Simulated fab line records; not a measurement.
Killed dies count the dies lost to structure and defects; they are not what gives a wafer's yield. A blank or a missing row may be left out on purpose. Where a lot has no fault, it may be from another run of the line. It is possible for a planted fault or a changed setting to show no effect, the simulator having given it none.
fab line records	flow sky130
record: lots: 6	wafers: 18	last_day: 49
route steps=708 shown RES_PROTECT@212 POLY_GATE@213 PAD_OPEN@708
lots that met no fault: taken from a fault-free run of the same line
start_h: start of the lot's first displayed wafer, in hours after the record's first day	wait_h: time in hours since the lot's previous step	" as in the row above	L1.1+2: several wafers, shown together as one row	- no value present, or no start provided	* or withheld: withheld	< > ~ a bound
route shown NAME@n: a module of which the file shows steps, and the number in the route of the first	usual: mean and standard deviation over wafers with no fault	same: alike in all rows	chamber/n: place in a boat	sites: each site's reading	_std_site: how widely they spread, as a standard deviation	_edge_site: the outer-site mean with the inner-site mean subtracted	radius_mm: how far each site lies from the wafer's centre	mask NAME#n: copy n	behind: the tool/chamber that last shaped the wafer	hold: what put the lot on hold/how long, in hours/how the hold closed	device: the transistor (n, p or np) that didn't switch	end of line: the tests these same wafers got at the end of their route	a step without rows: its recipe alone	killed: dies that structure and defects cost at the first sort, which is not the same as the wafer's yield	map: shows each die of a wafer: x if killed, . if not, _ if none is there
set.NAME: the setting the step ran with; set.NAME@STEP: the setting that earlier step ran with	model.NAME: the simulator's own value behind a step, which no gauge read
lots seen at some steps along the route; tables by step, rows by wafer
services: when a tool's chamber went out of use (start_h, in hours from the record's first day, below 0 if earlier), for how many hours, and the reason
== steps ==
step: SKY_RES_PROTECT_DEVELOP_06
recipe: resist: NOVOLAK	developer: TMAH	develop_time_s: 60	dev_temp_c: 23
step: SKY_POLY_GATE_IMPLANT_02
recipe: species: P	energy_kev: 30	dose_cm2: 7.812e+15	tilt_deg: 0
step: SKY_RES_PROTECT_STRIP_07
recipe: chemistry: O2/N2	power_w: 1400	pressure_mtorr: 1500	platen_temp_c: withheld	o2_flow_sccm: 3000	n2_flow_sccm: 300	overash_fraction: 0.5
usual: drypump_motor_current_A: 5.9/0.38	oes_product_au: 0.517/0.0047	strip_time_to_endpoint_s: 23.36/0.04
same: overash_fraction: 0.5
lot.wafer	tool	chamber	start_h	wait_h	drypump_motor_current_A	oes_product_au	rf_hours_counter_h	strip_time_to_endpoint_s
L401.4	plasma_asher-01	0	359.82	0.1	5.5	0.522	-	23.38
L401.5	"	0	"	"	5.5	0.515	-	23.32
L401.6	"	1	"	"	6.1	0.513	-	23.34
L405.1	plasma_asher-01	1	387.84	0.1	6.1	0.520	27	23.35
L405.2	"	0	"	"	5.5	0.515	27	23.35
L405.6	"	1	"	"	6.1	0.524	-	23.39
L413.3	plasma_asher-02	0	462.82	0.1	5.6	0.523	-	23.32
L413.4	"	1	"	"	5.8	0.513	-	23.33
L413.5	"	1	"	"	5.8	0.517	-	23.37
L414.2	plasma_asher-04	1	468.42	0.1	6.7	0.520	79	23.41
L414.3	"	0	"	"	6.2	0.517	-	23.41
L414.5	"	1	"	"	6.7	0.521	-	23.39
L417.1	plasma_asher-02	0	491.03	0.1	5.6	0.516	6	23.43
L417.2	"	1	"	"	5.8	0.513	6	23.42
L417.3	"	1	"	"	5.8	0.508	-	23.41
L419.3	plasma_asher-04	0	510.22	0.1	6.2	0.524	-	23.35
L419.4	"	1	"	"	6.7	0.516	-	23.37
L419.6	"	1	"	"	6.7	0.515	-	23.36
step: SKY_RES_PROTECT_TW_MEAS_08
usual: POLY_GATE_TW: 4058/21
lot.wafer	tool	chamber	start_h	wait_h	POLY_GATE_TW
L401.4	film_metro-01	-	359.92	0.1	4031
L401.5	"	-	"	"	4051
L401.6	"	-	"	"	4057
L405.1	film_metro-03	-	387.94	0.1	4035
L405.2	"	-	"	"	4053
L405.6	"	-	"	"	4024
L413.3	film_metro-04	-	462.91	0.1	4070
L413.4	"	-	"	"	4055
L413.5	"	-	"	"	4036
L414.2	film_metro-04	-	468.53	0.1	4039
L414.3	"	-	"	"	4075
L414.5	"	-	"	"	4046
L417.1	film_metro-04	-	491.13	0.1	4046
L417.2	"	-	"	"	4090
L417.3	"	-	"	"	4077
L419.3	film_metro-01	-	510.31	0.1	4038
L419.4	"	-	"	"	4029
L419.6	"	-	"	"	4051
step: SKY_RES_PROTECT_CLEAN_09
recipe: chemistry: SC1/SC2	mix: 1:4:20	temp_c: 70	time_s: 150	dry: n2_spin
step: SKY_POLY_GATE_CVD_03
recipe: material: Si3N4	precursor: DCS/NH3	target_thk_nm: 75	temp_c: 770	time_s: 1290	pressure_mtorr: 250
step: SKY_POLY_GATE_THK_MEAS_04
recipe: reads: Si3N4_of_POLY_GATE_CVD_03
usual: POLY_GATE_CVD_03_THK: 74.5/0.59
lot.wafer	tool	chamber	start_h	wait_h	POLY_GATE_CVD_03_THK[nm]
L401.4	film_metro-01	-	361.38	0.0	75.2
L401.5	"	-	"	"	75.7
L401.6	"	-	"	"	74.9
L405.1	film_metro-03	-	391.56	0.0	74.8
L405.2	"	-	"	"	74.1
L405.6	"	-	"	"	74.8
L413.3	film_metro-01	-	464.38	0.0	74.0
L413.4	"	-	"	"	74.2
L413.5	"	-	"	"	74.3
L414.2	film_metro-01	-	472.38	0.0	74.4
L414.3	"	-	"	"	74.6
L414.5	"	-	"	"	74.3
L417.1	film_metro-01	-	492.60	0.0	74.2
L417.2	"	-	"	"	74.5
L417.3	"	-	"	"	74.7
L419.3	film_metro-02	-	511.78	0.0	74.5
L419.4	"	-	"	"	74.8
L419.6	"	-	"	"	74.8
step: SKY_POLY_GATE_DEHYDRATE_05
recipe: temp_c: 200	time_s: 60
step: SKY_POLY_GATE_HMDS_06
recipe: prime_time_s: 60	prime_temp_c: 120
step: SKY_POLY_GATE_COAT_07
recipe: resist: BARC	temp_c: withheld	time_s: withheld	spin_rpm: 3000	resist_thk_nm: 110
step: SKY_POLY_GATE_COAT_08
recipe: resist: KrF-thick	spin_rpm: 3000	resist_thk_nm: 450
step: SKY_POLY_GATE_SOFTBAKE_09
recipe: temp_c: 100	time_s: 90	resist: KrF-thick
step: SKY_POLY_GATE_EXPOSE_10
recipe: mask_id: P1M	na: 0.68	source_shape: conventional	sigma_outer: 0.6	target_cd_nm: 150	dose_mj: 28
usual: exposure_dose_mJ_cm2: 27.97/0.031
same: na: 0.68
lot.wafer	tool	chamber	start_h	wait_h	mask	exposure_dose_mJ_cm2
L401.4	krf_scanner-01	0	375.49	-	P1M#0	28.02
L401.5	"	0	"	"	P1M#0	27.99
L401.6	"	0	"	"	P1M#0	27.99
L405.1	krf_scanner-01	0	406.40	-	P1M#0	27.95
L405.2	"	0	"	"	P1M#0	27.92
L405.6	"	0	"	"	P1M#0	27.97
L413.3	krf_scanner-01	0	479.57	-	P1M#0	29.63
L413.4	"	0	"	"	P1M#0	29.65
L413.5	"	0	"	"	P1M#0	29.61
L414.2	krf_scanner-01	0	487.85	-	P1M#0	29.66
L414.3	"	0	"	"	P1M#0	29.64
L414.5	"	0	"	"	P1M#0	29.66
L417.1	krf_scanner-02	0	507.94	-	P1M#0	27.97
L417.2	"	0	"	"	P1M#0	27.97
L417.3	"	0	"	"	P1M#0	27.98
L419.3	krf_scanner-02	0	527.90	-	P1M#0	27.92
L419.4	"	0	"	"	P1M#0	27.96
L419.6	"	0	"	"	P1M#0	27.92
step: SKY_POLY_GATE_PEB_11
recipe: peb_temp_c: withheld	peb_time_s: withheld	resist: KrF-thick
step: SKY_POLY_GATE_DEVELOP_12
recipe: develop_time_s: 60	resist: KrF-thick	dev_temp_c: 21
step: SKY_POLY_GATE_CD_MEAS_13
recipe: target_cd_nm: 150
usual: cd_nm: 149.5/1.7
lot.wafer	tool	chamber	start_h	wait_h	cd_nm
L401.4	cd_sem-01	-	390.09	-	147.9
L401.5	"	-	"	"	148.2
L401.6	"	-	"	"	148.7
L405.1	cd_sem-02	-	421.27	-	149.4
L405.2	"	-	"	"	150.0
L405.6	"	-	"	"	148.9
L413.3	cd_sem-01	-	495.06	-	139.6
L413.4	"	-	"	"	140.4
L413.5	"	-	"	"	138.8
L414.2	cd_sem-01	-	502.20	-	137.5
L414.3	"	-	"	"	137.4
L414.5	"	-	"	"	138.2
L417.1	cd_sem-01	-	522.94	-	151.0
L417.2	"	-	"	"	149.9
L417.3	"	-	"	"	149.6
L419.3	cd_sem-02	-	542.48	-	148.9
L419.4	"	-	"	"	148.6
L419.6	"	-	"	"	150.0
step: SKY_POLY_GATE_OVL_MEAS_14
usual: POLY_GATE_OVL: 1/4.2
lot.wafer	tool	chamber	start_h	wait_h	POLY_GATE_OVL[nm]
L401.4	overlay-02	-	390.16	0.1	3
L401.5	"	-	"	"	-5
L401.6	"	-	"	"	2
L405.1	overlay-01	-	421.39	0.1	-1
L405.2	"	-	"	"	-4
L405.6	"	-	"	"	2
L413.3	overlay-01	-	495.16	0.1	-4
L413.4	"	-	"	"	-1
L413.5	"	-	"	"	1
L414.2	overlay-01	-	502.31	0.1	-2
L414.3	"	-	"	"	-8
L414.5	"	-	"	"	-5
L417.1	overlay-01	-	523.06	0.1	0
L417.2	"	-	"	"	-1
L417.3	"	-	"	"	2
L419.3	overlay-01	-	542.57	0.1	4
L419.4	"	-	"	"	3
L419.6	"	-	"	"	1
step: SKY_POLY_GATE_ETCH_15
recipe: chemistry: N2/H2	target: BARC	ion_energy_ev: 200	source_w: 500	bias_w: 100	pressure_mtorr: 30	n2_flow_sccm: 100	h2_flow_sccm: 200	stop_on: SiO2	time_s: 118.5	target_depth_a: 1100
usual: drypump_motor_current_A: 5.6/0.41	oes_product_au: 0.716/0.0041	throttle_valve_pct: 13.212/0.0089
lot.wafer	tool	chamber	start_h	wait_h	drypump_motor_current_A	oes_product_au	rf_hours_counter_h	throttle_valve_pct	model.POLY_GATE.cd_nm
L401.4	rie_diel-02	0	390.18	0.0	5.2	0.718	45	13.204	145.2
L401.5	"	2	"	"	6.0	0.714	-	13.219	149.8
L401.6	"	1	"	"	5.5	0.712	-	13.217	150.5
L405.1	rie_diel-04	2	421.43	0.0	5.2	0.715	75	13.217	147.1
L405.2	"	1	"	"	5.8	0.711	63	13.204	150.8
L405.6	"	0	"	"	5.3	0.713	-	13.213	144.6
L413.3	rie_diel-03	3	495.18	0.0	6.5	0.707	8	13.223	139.4
L413.4	"	2	"	"	5.4	0.717	3	13.216	142.8
L413.5	"	3	"	"	6.5	0.714	-	13.193	138.1
L414.2	rie_diel-03	1	502.34	0.0	5.0	0.719	8	13.220	137
L414.3	"	2	"	"	5.4	0.716	3	13.204	140.7
L414.5	"	2	"	"	5.4	0.718	-	13.207	142.5
L417.1	rie_diel-03	1	523.09	0.0	5.0	0.716	9	13.217	150.6
L417.2	"	0	"	"	5.6	0.717	18	13.199	151.8
L417.3	"	2	"	"	5.4	0.715	4	13.197	152.2
L419.3	rie_diel-02	1	542.59	0.0	5.5	0.716	78	13.208	150.6
L419.4	"	2	"	"	6.0	0.718	20	13.214	149.3
L419.6	"	3	"	"	5.2	0.725	-	13.229	148.3
step: SKY_POLY_GATE_ETCH_16
recipe: stop_on: poly-Si	chemistry: CH3F/O2	target: Si3N4	source_w: 400	bias_w: 80	pressure_mtorr: 25	ch3f_flow_sccm: 40	O2_flow_sccm: 30	time_s: 147.5	target_depth_a: 750
usual: drypump_motor_current_A: 5.6/0.41	oes_product_au: 0.639/0.0049	throttle_valve_pct: 10.535/0.0094
lot.wafer	tool	chamber	start_h	wait_h	drypump_motor_current_A	oes_product_au	rf_hours_counter_h	throttle_valve_pct
L401.4	rie_diel-02	0	390.26	0.0	5.3	0.643	45	10.539
L401.5	"	2	"	"	6.1	0.648	-	10.524
L401.6	"	1	"	"	5.5	0.645	-	10.528
L405.1	rie_diel-04	2	421.51	0.0	5.3	0.633	75	10.554
L405.2	"	1	"	"	5.7	0.631	63	10.532
L405.6	"	0	"	"	5.3	0.633	-	10.533
L413.3	rie_diel-03	3	495.26	0.0	6.5	0.634	8	10.528
L413.4	"	2	"	"	5.4	0.638	3	10.532
L413.5	"	3	"	"	6.5	0.641	-	10.553
L414.2	rie_diel-03	1	502.42	0.0	5.0	0.636	8	10.532
L414.3	"	2	"	"	5.3	0.644	4	10.531
L414.5	"	2	"	"	5.3	0.640	-	10.538
L417.1	rie_diel-03	1	523.17	0.0	5.0	0.637	9	10.536
L417.2	"	0	"	"	5.7	0.642	18	10.543
L417.3	"	2	"	"	5.4	0.647	4	10.524
L419.3	rie_diel-02	1	542.67	0.0	5.5	0.632	78	10.534
L419.4	"	2	"	"	6.0	0.640	20	10.530
L419.6	"	3	"	"	5.2	0.647	-	10.536
step: SKY_POLY_GATE_ETCH_17
recipe: target_depth_nm: 180	stop_on: SiO2	over_etch_frac: 0.56667	chemistry: HBr/Cl2	target: poly-Si	icp_w: 400	bias_w: 100	pressure_mtorr: 10	HBr_flow_sccm: 150	Cl2_flow_sccm: 50	time_s: 70.5
usual: drypump_motor_current_A: 6.0/0.58	oes_product_au: 0.983/0.0079	throttle_valve_pct: 33.685/0.01
same: over_etch_frac: 0.56667
lot.wafer	tool	chamber	start_h	wait_h	drypump_motor_current_A	oes_product_au	rf_hours_counter_h	throttle_valve_pct	model.POLY_GATE.cd_nm
L401.4	rie_si-01	3	390.36	0.0	6.1	0.986	3	33.677	145.7
L401.5	"	0	"	"	6.4	0.981	-	33.698	149.8
L401.6	"	3	"	"	6.1	0.991	-	33.706	150.2
L405.1	rie_si-01	1	421.61	0.0	4.9	0.969	60	33.673	148.2
L405.2	"	3	"	"	6.1	0.986	3	33.678	151.4
L405.6	"	0	"	"	6.5	0.982	-	33.682	146.1
L413.3	rie_si-02	1	495.36	0.0	5.7	0.971	43	33.691	137.7
L413.4	"	3	"	"	5.1	0.982	4	33.700	143.2
L413.5	"	0	"	"	6.8	0.992	-	33.682	139.2
L414.2	rie_si-01	0	502.52	0.0	6.4	0.985	1	33.664	138.2
L414.3	"	3	"	"	6.1	0.988	4	33.660	141.8
L414.5	"	3	"	"	6.1	0.980	-	33.683	143.2
L417.1	rie_si-02	2	523.27	0.0	6.1	0.983	1	33.677	150.8
L417.2	"	1	"	"	5.7	0.981	43	33.685	149.3
L417.3	"	3	"	"	5.1	0.976	4	33.682	151.5
L419.3	rie_si-02	0	542.77	0.0	6.7	0.984	3	33.697	150.2
L419.4	"	2	"	"	6.1	0.983	1	33.667	149.7
L419.6	"	1	"	"	5.7	0.987	-	33.681	147.1
step: SKY_POLY_GATE_STRIP_18
recipe: chemistry: O2/N2	power_w: 1400	pressure_mtorr: 1500	platen_temp_c: withheld	o2_flow_sccm: 3000	n2_flow_sccm: 300	overash_fraction: 0.5
usual: drypump_motor_current_A: 6.0/0.52	oes_product_au: 0.362/0.0046	strip_time_to_endpoint_s: 3.18/0.038
same: overash_fraction: 0.5
lot.wafer	tool	chamber	start_h	wait_h	drypump_motor_current_A	oes_product_au	rf_hours_counter_h	strip_time_to_endpoint_s
L401.4	plasma_asher-03	1	390.45	0.1	6.3	0.371	-	3.12
L401.5	"	0	"	"	5.2	0.360	-	3.17
L401.6	"	1	"	"	6.3	0.365	-	3.14
L405.1	plasma_asher-03	1	421.67	0.0	6.3	0.366	61	3.16
L405.2	"	0	"	"	5.2	0.366	61	3.22
L405.6	"	0	"	"	5.2	0.364	-	3.18
L413.3	plasma_asher-02	1	495.45	0.1	5.9	0.362	-	3.21
L413.4	"	0	"	"	5.6	0.364	-	3.21
L413.5	"	1	"	"	5.9	0.363	-	3.18
L414.2	plasma_asher-04	0	502.57	0.0	6.2	0.352	83	3.13
L414.3	"	1	"	"	6.7	0.369	-	3.13
L414.5	"	0	"	"	6.2	0.353	-	3.15
L417.1	plasma_asher-04	0	523.33	0.0	6.3	0.360	85	3.18
L417.2	"	1	"	"	6.7	0.365	85	3.17
L417.3	"	1	"	"	6.7	0.367	-	3.17
L419.3	plasma_asher-03	1	542.86	0.1	6.3	0.361	-	3.17
L419.4	"	0	"	"	5.2	0.359	-	3.15
L419.6	"	0	"	"	5.2	0.358	-	3.19
step: SKY_PAD_OPEN_PROBE_99
usual: killed_at_M0_to_M3: 43/7.7	killed_at_M4_up: 2.9/1.7	killed_at_contacts: 24/5.5	killed_at_front_end: 15/4	killed_at_other: 0.4/0.66	killed_dies: 86/9.4	killed_open: 47/6.7	killed_short: 38/6.2
same: gross_dies: 492	killed_at_back_side: 0
lot.wafer	tool	chamber	start_h	wait_h	killed_at_M0_to_M3	killed_at_M4_up	killed_at_contacts	killed_at_front_end	killed_at_other	killed_dies	killed_open	killed_short	model.etest.pfet_01v8.r_on_ohm_um	model.etest.res_poly.line_ohm_um	model.etest.nfet_01v8.r_on_ohm_um	model.etest.sonos_uncharged.r_on_ohm_um	model.etest.nfet_01v8_lvt.drive_ua_um	model.etest.res_high_po.line_ohm_um	model.etest.nfet_01v8.drive_ua_um	model.etest.nfet_01v8_turned.drive_ua_um
L401.4	prober-02	-	1093.10	0.2	33	5	30	21	4	93	53	37	2836	525.8	818.9	799.8	580.5	752.6	512.6	509.2
L401.5	prober-02	-	1093.15	0.2	50	4	17	16	1	88	42	45	2914	506.2	836.4	811.7	568.2	749	498.8	501.7
L401.6	prober-02	-	1093.20	0.2	51	4	20	10	0	85	56	29	2976	499.1	838.3	823.1	569.5	743.3	494.2	499.2
L405.1	prober-02	-	1107.96	0.1	59	6	22	13	1	101	61	40	2884	509.4	833.2	794.8	577.7	750	508.4	505.8
L405.2	prober-02	-	1108.01	0.1	39	7	28	14	0	88	57	31	2914	491.7	862.5	804.7	555.1	751.3	487.2	487.4
L405.6	prober-02	-	1108.21	0.2	41	3	22	24	0	90	43	47	2824	524.1	818.2	802	581.5	761.2	516	513
L413.3	prober-02	-	1158.07	0.2	45	2	27	19	1	94	49	45	2677	564.2	781.6	784.7	608.3	741.7	535.3	536.3
L413.4	prober-02	-	1158.12	0.2	26	2	18	16	0	62	41	21	2752	529.9	801.3	799.7	587.2	739.3	514.6	515.1
L413.5	prober-02	-	1158.17	0.2	48	3	23	15	0	89	53	36	2654	557.4	768.2	777.7	617.4	757.5	538.2	543.4
L414.2	prober-01	-	1164.68	0.1	53	1	18	18	0	90	50	40	2779	579	786.8	780.8	597.2	799.8	524.5	527.4
L414.3	prober-01	-	1164.73	0.2	37	3	28	14	0	82	48	34	2806	558.6	798.2	787.7	605.7	773.8	534.6	531.5
L414.5	prober-01	-	1164.83	0.2	48	1	32	11	0	92	53	39	2808	555.6	795.7	800.9	601.1	757	525	528.1
L417.1	prober-02	-	1172.45	0.1	43	1	29	13	0	86	48	38	2958	486.5	831.2	819.6	573.4	718.3	499.6	502.3
L417.2	prober-02	-	1172.50	0.1	48	2	21	10	1	82	46	35	2916	497.3	819	828.4	586.5	741.5	514.3	513.1
L417.3	prober-02	-	1172.55	0.2	60	1	15	12	2	90	45	44	2934	493.7	843.9	821.8	566.6	729.4	490.7	500.1
L419.3	prober-02	-	1183.77	0.2	32	2	27	16	0	77	50	27	2907	510.7	878.1	819.6	541.6	742.1	472.8	477.1
L419.4	prober-02	-	1183.82	0.2	47	3	14	15	1	80	43	36	2897	510.4	856.2	818.6	549.1	757.3	477.5	483.4
L419.6	prober-02	-	1183.92	0.2	36	2	24	7	0	69	41	27	2866	528.5	849.4	797.6	561.3	759.8	487.3	487.4
killed by level:class
L401.4 CONTACT:geometric_particle:open=16 LI_CONTACT:geometric_particle:open=8 VIA3:geometric_particle:open=7 VIA1:geometric_particle:short=6 POLY_GATE:geometric_particle:open=5 METAL1:geometric_particle:short=5 CONTACT:geometric_particle:short=5 POLY_GATE:geometric_particle:short=4
L401.5 CONTACT:geometric_particle:open=9 VIA1:geometric_particle:open=8 VIA1:geometric_particle:short=8 VIA2:geometric_particle:open=7 VIA3:geometric_particle:open=6 METAL1:geometric_particle:short=6 METAL2:geometric_particle:short=5 FIELD_ISO:geometric_particle:open=4
L401.6 VIA1:geometric_particle:open=15 VIA3:geometric_particle:open=10 VIA2:geometric_particle:open=8 CONTACT:geometric_particle:open=7 LI_CONTACT:geometric_particle:open=6 METAL1:geometric_particle:short=4 FIELD_ISO:geometric_particle:open=3 VIA1:geometric_particle:short=3
L405.1 VIA1:geometric_particle:open=18 CONTACT:geometric_particle:open=12 VIA3:geometric_particle:open=10 VIA2:geometric_particle:open=7 VIA1:geometric_particle:short=7 FIELD_ISO:geometric_particle:open=6 CONTACT:geometric_particle:short=5 METAL1:geometric_particle:short=5
L405.2 CONTACT:geometric_particle:open=16 VIA1:geometric_particle:open=10 VIA3:geometric_particle:open=8 VIA2:geometric_particle:open=6 FIELD_ISO:geometric_particle:short=4 POLY_GATE:geometric_particle:short=4 LI_CONTACT:geometric_particle:open=4 LOCAL_INTERCONNECT:geometric_particle:short=4
L405.6 FIELD_ISO:geometric_particle:short=9 VIA1:geometric_particle:open=8 LI_CONTACT:geometric_particle:open=7 VIA1:geometric_particle:short=7 POLY_GATE:geometric_particle:open=6 LI_CONTACT:geometric_particle:short=5 CONTACT:geometric_particle:short=5 VIA2:geometric_particle:short=5
L413.3 CONTACT:geometric_particle:open=10 VIA2:geometric_particle:open=8 POLY_GATE:geometric_particle:short=7 VIA3:geometric_particle:open=7 VIA1:geometric_particle:open=7 METAL2:geometric_particle:short=7 LI_CONTACT:geometric_particle:open=6 LOCAL_INTERCONNECT:geometric_particle:short=6
L413.4 CONTACT:geometric_particle:open=10 VIA3:geometric_particle:open=6 FIELD_ISO:geometric_particle:open=5 VIA2:geometric_particle:open=5 POLY_GATE:geometric_particle:short=5 VIA1:geometric_particle:open=5 LI_CONTACT:geometric_particle:open=4 VIA2:geometric_particle:short=3
L413.5 VIA3:geometric_particle:open=11 CONTACT:geometric_particle:open=9 METAL1:geometric_particle:short=8 LI_CONTACT:geometric_particle:open=8 VIA2:geometric_particle:open=8 VIA1:geometric_particle:open=7 VIA1:geometric_particle:short=4 SPACER:geometric_particle:short=4
L414.2 VIA1:geometric_particle:open=13 METAL1:geometric_particle:short=9 LI_CONTACT:geometric_particle:open=8 CONTACT:geometric_particle:open=7 FIELD_ISO:geometric_particle:short=6 VIA2:geometric_particle:open=6 VIA3:geometric_particle:open=6 VIA2:geometric_particle:short=5
L414.3 VIA1:geometric_particle:open=13 CONTACT:geometric_particle:open=9 VIA2:geometric_particle:open=7 LOCAL_INTERCONNECT:geometric_particle:short=6 CONTACT:geometric_particle:short=6 FIELD_ISO:geometric_particle:short=3 LOCAL_INTERCONNECT:geometric_particle:open=3 METAL1:geometric_particle:open=3
L414.5 LI_CONTACT:geometric_particle:open=10 METAL1:geometric_particle:short=10 LOCAL_INTERCONNECT:geometric_particle:short=9 VIA1:geometric_particle:open=9 VIA3:geometric_particle:open=7 POLY_GATE:geometric_particle:open=6 CONTACT:geometric_particle:open=6 VIA2:geometric_particle:open=6
L417.1 VIA1:geometric_particle:open=14 LI_CONTACT:geometric_particle:open=10 CONTACT:geometric_particle:short=8 CONTACT:geometric_particle:open=6 VIA2:geometric_particle:open=6 FIELD_ISO:geometric_particle:open=5 METAL2:geometric_particle:short=5 POLY_GATE:geometric_particle:short=4
L417.2 VIA1:geometric_particle:open=16 VIA1:geometric_particle:short=7 LI_CONTACT:geometric_particle:open=6 CONTACT:geometric_particle:open=6 METAL1:geometric_particle:short=5 METAL2:geometric_particle:short=5 VIA2:geometric_particle:open=4 VIA3:geometric_particle:short=4
L417.3 VIA2:geometric_particle:open=10 METAL2:geometric_particle:short=8 VIA3:geometric_particle:open=7 METAL1:geometric_particle:short=7 VIA1:geometric_particle:short=6 CONTACT:geometric_particle:open=6 VIA1:geometric_particle:open=6 POLY_GATE:geometric_particle:short=5
L419.3 CONTACT:geometric_particle:open=12 VIA1:geometric_particle:open=9 VIA3:geometric_particle:open=6 VIA2:geometric_particle:open=4 LI_CONTACT:geometric_particle:open=4 LOCAL_INTERCONNECT:geometric_particle:short=4 CONTACT:geometric_particle:short=4 METAL1:geometric_particle:short=4
L419.4 VIA1:geometric_particle:open=13 FIELD_ISO:geometric_particle:open=6 METAL1:geometric_particle:short=6 LI_CONTACT:geometric_particle:open=5 LOCAL_INTERCONNECT:geometric_particle:short=4 VIA1:geometric_particle:short=4 VIA2:geometric_particle:open=4 VIA3:geometric_particle:open=4
L419.6 VIA1:geometric_particle:open=12 CONTACT:geometric_particle:open=9 VIA2:geometric_particle:open=7 LOCAL_INTERCONNECT:geometric_particle:short=6 LI_CONTACT:geometric_particle:open=5 METAL2:geometric_particle:short=5 FIELD_ISO:geometric_particle:short=2 SPACER:geometric_particle:open=2
== services ==
tool	chamber	start_h	hours	kind
krf_scanner-02	-	340.18	1.3	pm
plasma_asher-03	-	352.82	8.9	repair
krf_scanner-02	-	360.68	1.6	repair
rie_diel-02	2	360.90	2.2	repair
plasma_asher-03	-	364.48	7.3	repair
rie_si-02	3	367.68	11.2	repair
plasma_asher-04	-	384.16	4.2	repair
plasma_asher-02	-	385.04	21.0	repair
rie_diel-04	-	389.13	14.6	pm
krf_scanner-02	-	394.88	0.8	pm
krf_scanner-01	-	409.66	1.0	pm
plasma_asher-02	-	421.25	9.0	pm
krf_scanner-01	-	428.78	0.8	pm
rie_diel-03	2	430.03	2.6	repair
krf_scanner-01	-	447.40	1.3	pm
plasma_asher-01	-	458.78	8.1	repair
plasma_asher-03	-	475.92	3.0	repair
krf_scanner-02	-	487.71	1.0	pm
plasma_asher-03	-	492.63	7.9	repair
rie_diel-02	0	501.77	2.9	repair
plasma_asher-02	-	512.16	2.7	pm
rie_diel-02	2	517.24	14.0	repair
krf_scanner-01	-	523.14	0.7	repair
rie_si-01	1	533.03	7.0	repair
== key ==
first_sign: step: SKY_POLY_GATE_EXPOSE_10	reading: exposure_dose_mJ_cm2	direction: up	sigmas: 54	usual: *	struck: *
effect: step: SKY_POLY_GATE_CD_MEAS_13	reading: cd_nm	direction: down	sigmas: 6.6	usual: 149.5	struck: 138.6
model_effect: step: SKY_POLY_GATE_ETCH_15	value: POLY_GATE.cd_nm	without: 150	struck: 140.1
model_effect: step: SKY_POLY_GATE_ETCH_17	value: POLY_GATE.cd_nm	without: 150.5	struck: 140.5
model_effect: step: SKY_PAD_OPEN_PROBE_99	value: etest.pfet_01v8.r_on_ohm_um	without: 2895	struck: 2746
met_at SKY_POLY_GATE_EXPOSE_10
struck_wafers L413.3,L413.4,L413.5,L414.2,L414.3,L414.5
tester_left_out L413,L414
onset_between 406.40 479.57
fault: kind: process_parameter_drift	tool: krf_scanner-01	chamber: -	onset_h: 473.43	steps: SKY_POLY_GATE_EXPOSE_10	channel: dose_mj	offset: 1.68	shape: step	acts_in: these_recipes_only	stated: 28
tester_left_out: of these lots the tester's yield and bins aren't shown, on N5 and GAA mostly nor the transistor test; their killed dies are dies lost to structure and defects alone, not to doping, threshold or leakage, so they don't give the yield
